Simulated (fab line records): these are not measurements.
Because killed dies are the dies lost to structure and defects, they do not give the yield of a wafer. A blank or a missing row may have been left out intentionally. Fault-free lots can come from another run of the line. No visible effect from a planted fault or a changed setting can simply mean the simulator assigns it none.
What tool caused it? :: flow gf180mcu :: 13 lots with 39 wafers sampled at 4 steps, on a route of 602 steps

## WHAT EACH GAUGE READ, for each wafer
GF_TOP_METAL_OVL_MEAS_15. Usual: for TOP_METAL_OVL the level is -0.6 nm and the standard deviation is 1.4.
lot: L670
measured: day 27 22:23
on: overlay-02
TOP_METAL_OVL (nm): 0.6 2.1 0.7
flag: 

lot: L672
measured: day 28 20:51
on: overlay-01
TOP_METAL_OVL (nm): -1.1 -0.8 -1.3
flag: 

lot: L674
measured: day 29 04:09
on: overlay-02
TOP_METAL_OVL (nm): -2.8 -1.8 -1.4
flag: 

lot: L675
measured: day 29 18:47
on: overlay-01
TOP_METAL_OVL (nm): -1.9 -1.9 -0.7
flag: 

lot: L676
measured: day 29 22:47
on: overlay-02
TOP_METAL_OVL (nm): 0.1 -0.1 0.5
flag: 

lot: L677
measured: day 30 13:38
on: overlay-01
TOP_METAL_OVL (nm): -2.7 -3.5 -1.3
flag: 

lot: L681
measured: day 31 22:35
on: overlay-02
TOP_METAL_OVL (nm): -0.7 -0.1 -0.6
flag: 

lot: L683
measured: day 32 07:35
on: overlay-02
TOP_METAL_OVL (nm): 0.8 0.7 2.1
flag: 

lot: L685
measured: day 32 20:32
on: overlay-02
TOP_METAL_OVL (nm): -3.3 -2.6 -0.9
flag: 

lot: L684
measured: day 33 00:35
on: overlay-02
TOP_METAL_OVL (nm): 0.3 0.1 -1.2
flag: 

lot: L687
measured: day 33 08:20
on: overlay-01
TOP_METAL_OVL (nm): 0.6 -0.5 -0.8
flag: 

lot: L691
measured: day 33 22:59
on: overlay-02
TOP_METAL_OVL (nm): 1.6 -0.7 1.7
flag: 

lot: L692
measured: day 34 13:11
on: overlay-01
TOP_METAL_OVL (nm): -0.4 0.2 0.0
flag: 

GF_PASSIVATION_BOW_MEAS_14. Usual: for PASSIVATION_BOW the level is 134 um and the standard deviation is 11.
lot: L670
measured: day 28 20:15
on: film metro-01
PASSIVATION_BOW (um): 145 150 155
flag: 

lot: L672
measured: day 29 18:24
on: film metro-01
PASSIVATION_BOW (um): 129 143 136
flag: 

lot: L674
measured: day 30 01:50
on: film metro-04
PASSIVATION_BOW (um): 126 123 127
flag: 

lot: L675
measured: day 30 16:24
on: film metro-04
PASSIVATION_BOW (um): 153 152 142
flag: 

lot: L676
measured: day 30 19:42
on: film metro-03
PASSIVATION_BOW (um): 139 131 140
flag: 

lot: L677
measured: day 31 10:22
on: film metro-03
PASSIVATION_BOW (um): 145 131 140
flag: 

lot: L681
measured: day 32 19:00
on: film metro-01
PASSIVATION_BOW (um): 123 133 126
flag: 

lot: L683
measured: day 33 03:18
on: film metro-03
PASSIVATION_BOW (um): 143 138 147
flag: 

lot: L685
measured: day 33 15:44
on: film metro-03
PASSIVATION_BOW (um): 135 116 132
flag: 

lot: L684
measured: day 33 19:18
on: film metro-03
PASSIVATION_BOW (um): 149 147 140
flag: 

lot: L687
measured: day 34 02:54
on: film metro-01
PASSIVATION_BOW (um): 109 117 104
flag: 

lot: L691
measured: day 34 17:06
on: film metro-03
PASSIVATION_BOW (um): 140 135 135
flag: 

lot: L692
measured: day 35 06:35
on: film metro-04
PASSIVATION_BOW (um): 121 139 136
flag: 

## WHICH TOOL RAN EACH LOT (tool, then ch and the chambers of the sampled wafers, then the start)
lot: L670
GF_V2_CVD_02: pecvd-01 ch 0,2, day 19 00:37
GF_V5_CVD_23: cvd w-01 ch 0,1, day 27 01:54

lot: L672
GF_V2_CVD_02: pecvd-04 ch 0,2, day 20 03:26
GF_V5_CVD_23: cvd w-01 ch 0,1, day 28 00:47

lot: L674
GF_V2_CVD_02: pecvd-02 ch 0,1,2, day 20 14:10
GF_V5_CVD_23: cvd w-02 ch 0,1, day 28 08:28

lot: L675
GF_V2_CVD_02: pecvd-02 ch 1,2, day 21 06:57
GF_V5_CVD_23: cvd w-02 ch 0,1, day 28 23:35

lot: L676
GF_V2_CVD_02: pecvd-04 ch 0,1,2, day 21 12:53
GF_V5_CVD_23: cvd w-01 ch 0,1, day 29 02:59

lot: L677
GF_V2_CVD_02: pecvd-01 ch 1,2, day 22 06:50
GF_V5_CVD_23: cvd w-02 ch 0,1, day 29 18:22

lot: L681
GF_V2_CVD_02: pecvd-04 ch 0,2, day 24 03:02
GF_V5_CVD_23: cvd w-01 ch 0,1, day 31 05:00

lot: L683
GF_V2_CVD_02: pecvd-04 ch 0,2, day 24 16:38
GF_V5_CVD_23: cvd w-01 ch 0, day 31 14:01

lot: L685
GF_V2_CVD_02: pecvd-04 ch 0,2, day 25 07:17
GF_V5_CVD_23: cvd w-01 ch 0,1, day 32 02:57

lot: L684
GF_V2_CVD_02: pecvd-01 ch 0,1,2, day 25 11:06
GF_V5_CVD_23: cvd w-02 ch 0,1, day 32 06:40

lot: L687
GF_V2_CVD_02: pecvd-01 ch 0,1, day 25 23:52
GF_V5_CVD_23: cvd w-01 ch 0,1, day 32 15:06

lot: L691
GF_V2_CVD_02: pecvd-02 ch 1,2, day 26 19:34
GF_V5_CVD_23: cvd w-01 ch 1, day 33 07:01

lot: L692
GF_V2_CVD_02: pecvd-02 ch 0,1,2, day 27 10:37
GF_V5_CVD_23: cvd w-01 ch 0,1, day 33 21:14
- GF_V2_CVD_02: deposits SiO2 from TEOS, target thk 850 nm, time 94.851 s.
- GF_V5_CVD_23: deposits W, target thk 350 nm, time 104.9 s.

## WHAT THE TOOLS THEMSELVES READ (means of the sampled wafers that have a number; where no wafer has one, the mark that the record gives instead)
GF_V2_CVD_02. Usual: heater power w 647 W, standard deviation 88; rf fwd power W 596.3 W, standard deviation 2; susceptor temp C 400.01 C, standard deviation 0.24.
lot: L670
tool: pecvd-01
heater power w (W): 746
rf fwd power W (W): 593.1
susceptor temp C (C): 399.94
flag: 

lot: L672
tool: pecvd-04
heater power w (W): 612
rf fwd power W (W): 594.2
susceptor temp C (C): 399.96
flag: 

lot: L674
tool: pecvd-02
heater power w (W): 671
rf fwd power W (W): 596.3
susceptor temp C (C): 400.09
flag: 

lot: L675
tool: pecvd-02
heater power w (W): 607
rf fwd power W (W): 598.0
susceptor temp C (C): 400.23
flag: 

lot: L676
tool: pecvd-04
heater power w (W): 565
rf fwd power W (W): 595.9
susceptor temp C (C): 399.84
flag: 

lot: L677
tool: pecvd-01
heater power w (W): 685
rf fwd power W (W): 594.7
susceptor temp C (C): 399.92
flag: 

lot: L681
tool: pecvd-04
heater power w (W): 605
rf fwd power W (W): 595.9
susceptor temp C (C): 400.19
flag: 

lot: L683
tool: pecvd-04
heater power w (W): 599
rf fwd power W (W): 596.8
susceptor temp C (C): 400.05
flag: 

lot: L685
tool: pecvd-04
heater power w (W): 578
rf fwd power W (W): 597.1
susceptor temp C (C): 399.99
flag: 

lot: L684
tool: pecvd-01
heater power w (W): 699
rf fwd power W (W): 597.3
susceptor temp C (C): 399.83
flag: 

lot: L687
tool: pecvd-01
heater power w (W): 735
rf fwd power W (W): 596.5
susceptor temp C (C): 400.05
flag: 

lot: L691
tool: pecvd-02
heater power w (W): 705
rf fwd power W (W): 596.3
susceptor temp C (C): 399.99
flag: 

lot: L692
tool: pecvd-02
heater power w (W): 697
rf fwd power W (W): 596.9
susceptor temp C (C): 399.83
flag: 

GF_V5_CVD_23. Usual: heater power w 905 W, standard deviation 50; susceptor temp C 400.01 C, standard deviation 0.19.
lot: L670
tool: cvd w-01
heater power w (W): 883
susceptor temp C (C): 400.01
flag: 

lot: L672
tool: cvd w-01
heater power w (W): 897
susceptor temp C (C): 400.08
flag: 

lot: L674
tool: cvd w-02
heater power w (W): 924
susceptor temp C (C): 399.96
flag: 

lot: L675
tool: cvd w-02
heater power w (W): 877
susceptor temp C (C): 399.94
flag: 

lot: L676
tool: cvd w-01
heater power w (W): 916
susceptor temp C (C): 400.00
flag: 

lot: L677
tool: cvd w-02
heater power w (W): 922
susceptor temp C (C): 399.89
flag: 

lot: L681
tool: cvd w-01
heater power w (W): 906
susceptor temp C (C): 399.98
flag: 

lot: L683
tool: cvd w-01
heater power w (W): 878
susceptor temp C (C): 399.92
flag: 

lot: L685
tool: cvd w-01
heater power w (W): 923
susceptor temp C (C): 400.10
flag: 

lot: L684
tool: cvd w-02
heater power w (W): 914
susceptor temp C (C): 400.22
flag: 

lot: L687
tool: cvd w-01
heater power w (W): 929
susceptor temp C (C): 399.95
flag: 

lot: L691
tool: cvd w-01
heater power w (W): 954
susceptor temp C (C): 399.87
flag: 

lot: L692
tool: cvd w-01
heater power w (W): 902
susceptor temp C (C): 400.08
flag: 

## THE ANSWER, worked out from the rows above alone
Rule: a lot is off if the mean of its wafers that have a number lies more than 3 standard deviations from the usual mean. Also off: a lot with no number at a reading for which 4 or more lots have one. All remaining lots with rows at the step are treated as sound. The gauges are gone through in route order, then the tools' own readings, and for those a lot's mean is taken as printed above. At the first step where some lot is off, the reading lying furthest off is the one used; lots without a number count as furthest.
Nothing can be told from this: no lot is off at any reading shown.

## WHAT THE SIMULATOR HAD INSERTED
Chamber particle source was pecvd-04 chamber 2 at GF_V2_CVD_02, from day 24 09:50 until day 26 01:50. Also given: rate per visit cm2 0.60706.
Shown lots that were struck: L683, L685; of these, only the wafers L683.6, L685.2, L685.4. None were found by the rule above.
